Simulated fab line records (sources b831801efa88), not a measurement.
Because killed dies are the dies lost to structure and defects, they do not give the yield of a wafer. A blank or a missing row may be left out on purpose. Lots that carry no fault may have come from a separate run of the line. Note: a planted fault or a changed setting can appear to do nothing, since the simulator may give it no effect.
Which tool is to blame? ; flow gf180mcu ; Sampling: 13 lots, 38 wafers, 3 of 602 route steps

== WHAT THE GAUGES READ, wafer by wafer ==
GF_V1_THK_MEAS_03. Usual: V1_CVD_02_THK gives 850 nm (standard deviation 10).
lot;measured;on;V1_CVD_02_THK (nm);flag
L723;day 17 04:29;film metro-03;828 850 849;
L724;day 17 08:50;film metro-03;839 859 856;
L725;day 17 18:17;film metro-04;855 872 860;
L726;day 18 07:34;film metro-01;841 852 852;
L728;day 18 20:56;film metro-03;841 851 858;
L735;day 22 03:20;film metro-01;850 856;
L737;day 22 08:55;film metro-04;859 864 868;
L738;day 22 14:00;film metro-04;847 847 850;
L740;day 23 06:54;film metro-01;861 874 868;
L741;day 23 17:08;film metro-03;846 844 863;
L742;day 23 23:14;film metro-03;833 839 842;
L743;day 24 05:29;film metro-04;837 838 843;
L746;day 25 00:28;film metro-01;834 837 845;

GF_M2_RS_MEAS_05: measures by four-point-probe. Usual: M2_ALCU_RS gives 0.0696 ohm/sq (standard deviation 0.00064).
lot;measured;on;M2_ALCU_RS (ohm/sq);flag
L723;day 18 06:13;film metro-03;0.0696 0.0698 0.0688;
L724;day 18 10:47;film metro-02;0.0701 0.0699 0.0703;
L725;day 18 18:48;film metro-04;0.0704 0.0707 0.0691;
L726;day 19 08:53;film metro-02;0.0697 0.0691 0.0687;
L728;day 19 23:47;film metro-02;0.0695 0.0697 0.0686;
L735;day 23 14:12;film metro-04;0.0692 0.0691;
L737;day 23 10:46;film metro-03;0.0690 0.0703 0.0691;
L738;day 23 14:43;film metro-03;0.0684 0.0685 0.0686;
L740;day 24 07:50;film metro-03;0.0700 0.0701 0.0698;
L741;day 24 17:51;film metro-02;0.0705 0.0701 0.0710;
L742;day 25 00:08;film metro-04;0.0699 0.0696 0.0697;
L743;day 25 06:00;film metro-02;0.0696 0.0702 0.0688;
L746;day 26 00:01;film metro-02;0.0696 0.0695 0.0690;

== EACH LOT AND THE TOOL THAT RAN IT (in order: tool; ch and the chambers of the sampled wafers; start) ==
lot;GF_M2_SPUTTER_01
L723;pvd sputter-02, day 18 06:05
L724;pvd sputter-03, day 18 10:40
L725;pvd sputter-01, day 18 18:41
L726;pvd sputter-01, day 19 08:44
L728;pvd sputter-03, day 19 23:38
L735;pvd sputter-02, day 23 14:02
L737;pvd sputter-01, day 23 10:39
L738;pvd sputter-02, day 23 14:36
L740;pvd sputter-01, day 24 07:41
L741;pvd sputter-03, day 24 17:44
L742;pvd sputter-03, day 25 00:01
L743;pvd sputter-02, day 25 05:53
L746;pvd sputter-01, day 25 23:52
- GF_M2_SPUTTER_01: material TiN, target thk 30 nm, time 25 s.

== WHAT THE TOOLS THEMSELVES READ (means of the sampled wafers that have a number; where no wafer has one, the mark that the record gives instead) ==
GF_M2_SPUTTER_01. Usual: 29.9 % for throttle valve pct, sd 1.1.
lot;tool;throttle valve pct (%);flag
L723;pvd sputter-02;29.9;
L724;pvd sputter-03;29.1;
L725;pvd sputter-01;28.9;
L726;pvd sputter-01;29.8;
L728;pvd sputter-03;29.4;
L735;pvd sputter-02;29.6;
L737;pvd sputter-01;29.5;
L738;pvd sputter-02;31.3;
L740;pvd sputter-01;29.7;
L741;pvd sputter-03;30.3;
L742;pvd sputter-03;29.6;
L743;pvd sputter-02;30.4;
L746;pvd sputter-01;29.3;

== THE ANSWER, worked out from the rows above alone ==
Rule: take the mean of a lot's wafers that have a number; if it is more than 3 standard deviations from the usual mean, the lot is off. Also off: a lot with no number at a reading for which 4 or more lots have one. Any other lot the step has rows for is counted as sound. After the gauges, taken in route order, come the tools' own readings; for these a lot's mean is taken, as printed above. The first step at which some lot is off is used, and at that step the reading that is off furthest; a lot without a number counts as furthest.
Nothing can be told from this: no lot is off at any reading shown.

== WHAT THE SIMULATOR HAD PUT IN ==
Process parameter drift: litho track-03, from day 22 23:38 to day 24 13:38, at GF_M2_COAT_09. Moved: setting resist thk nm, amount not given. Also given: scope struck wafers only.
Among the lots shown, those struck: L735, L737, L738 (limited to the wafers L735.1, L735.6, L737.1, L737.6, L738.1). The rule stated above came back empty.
